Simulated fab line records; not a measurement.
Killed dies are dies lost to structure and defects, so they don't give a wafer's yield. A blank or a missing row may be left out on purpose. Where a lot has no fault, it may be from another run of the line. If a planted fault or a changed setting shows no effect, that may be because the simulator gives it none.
What tool caused it? | flow sfq-line | 42 wafers from 14 lots sampled at 2 of the route's 325 steps

== WHAT THE GAUGES READ, wafer by wafer ==
SFQ_I2_BOW_MEAS_917. Usual: I2_BOW gives 3 um (standard deviation 8.3).
lot  | measured     | on            | I2_BOW (um) | flag
L649 | day 36 00:56 | film-metro-01 | -5 -6 2     |
L651 | day 38 08:32 | film-metro-04 | 7 -6 2      |
L653 | day 38 18:58 | film-metro-03 | 16 4 16     |
L654 | day 38 21:56 | film-metro-03 | 2 -11 -1    |
L657 | day 39 14:33 | film-metro-01 | 1 10 4      |
L659 | day 40 02:47 | film-metro-04 | -3 3 11     |
L660 | day 40 08:50 | film-metro-01 | 2 4 -5      |
L663 | day 40 14:46 | film-metro-01 | 4 21 8      |
L664 | day 40 17:47 | film-metro-03 | -9 -18 -8   |
L667 | day 41 14:58 | film-metro-01 | -10 8 -2    |
L668 | day 42 09:07 | film-metro-03 | 7 -6 6      |
L669 | day 42 13:54 | film-metro-01 | 16 12 19    |
L670 | day 42 19:57 | film-metro-03 | -2 11 10    |
L672 | day 43 10:18 | film-metro-03 | 10 1 -1     |

== WHICH TOOL RAN EACH LOT (tool, then ch and the chambers of the sampled wafers, then the start) ==
lot  | SFQ_TRILAYER_I2_DEP_PECVD_063
L649 | pecvd-01 ch 0,1, day 34 14:04
L651 | pecvd-02 ch 0,1, day 36 22:13
L653 | pecvd-04 ch 0,1,2, day 37 11:57
L654 | pecvd-02 ch 0,2, day 37 16:45
L657 | pecvd-04 ch 0,2, day 38 18:14
L659 | pecvd-02 ch 0,2, day 39 05:10
L660 | pecvd-02 ch 0,1,2, day 39 14:19
L663 | pecvd-04 ch 1,2, day 39 22:41
L664 | pecvd-04 ch 1,2, day 40 04:43
L667 | pecvd-04 ch 1,2, day 41 11:53
L668 | pecvd-04 ch 1,2, day 42 06:01
L669 | pecvd-02 ch 0,2, day 42 10:49
L670 | pecvd-04 ch 0,2, day 42 16:49
L672 | pecvd-02 ch 1,2, day 43 07:13
- SFQ_TRILAYER_I2_DEP_PECVD_063: deposits SiO2 from SiH4/N2O, time 111.11 s, target thk 500 nm.

== AS READ BY THE TOOLS THEMSELVES (means over the sampled wafers that have a number; for cases with no such wafer, the mark the record gives instead) ==
SFQ_TRILAYER_I2_DEP_PECVD_063. Usual: heater-power-w 81 W, standard deviation 8.3; susceptor-temp-C 150.03 C, standard deviation 0.15; throttle-valve-pct 23.7 %, standard deviation 1.2.
lot  | tool     | heater-power-w (W) | susceptor-temp-C (C) | throttle-valve-pct (%) | flag
L649 | pecvd-01 | 75                 | 150.05               | 24.7                   |
L651 | pecvd-02 | 97                 | 150.06               | 24.1                   |
L653 | pecvd-04 | 74                 | 149.96               | 23.5                   |
L654 | pecvd-02 | 86                 | 150.03               | 25.0                   |
L657 | pecvd-04 | 75                 | 149.99               | 22.6                   |
L659 | pecvd-02 | 90                 | 149.86               | 25.0                   |
L660 | pecvd-02 | 88                 | 150.02               | 24.3                   |
L663 | pecvd-04 | 77                 | 149.93               | 23.8                   |
L664 | pecvd-04 | 76                 | 149.81               | 23.8                   |
L667 | pecvd-04 | 81                 | 150.11               | 24.4                   |
L668 | pecvd-04 | 80                 | 150.07               | 24.0                   |
L669 | pecvd-02 | 83                 | 150.04               | 23.0                   |
L670 | pecvd-04 | 76                 | 150.11               | 23.2                   |
L672 | pecvd-02 | 73                 | 150.02               | 22.2                   |

== THE ANSWER, worked out from the rows above alone ==
Rule: a lot is off if the mean of its wafers that have a number lies more than 3 standard deviations from the usual mean. Also off: a lot with no number at a reading for which 4 or more lots have one. The other lots that the step has rows for count as sound. First the gauges in route order, then the tools' own readings, where a lot's mean is used as printed above. At the first step where some lot is off, the reading lying furthest off is the one used; lots without a number count as furthest.
No lot is off at any reading shown: from this, nothing can be told.

== WHAT THE SIMULATOR HAD PUT IN ==
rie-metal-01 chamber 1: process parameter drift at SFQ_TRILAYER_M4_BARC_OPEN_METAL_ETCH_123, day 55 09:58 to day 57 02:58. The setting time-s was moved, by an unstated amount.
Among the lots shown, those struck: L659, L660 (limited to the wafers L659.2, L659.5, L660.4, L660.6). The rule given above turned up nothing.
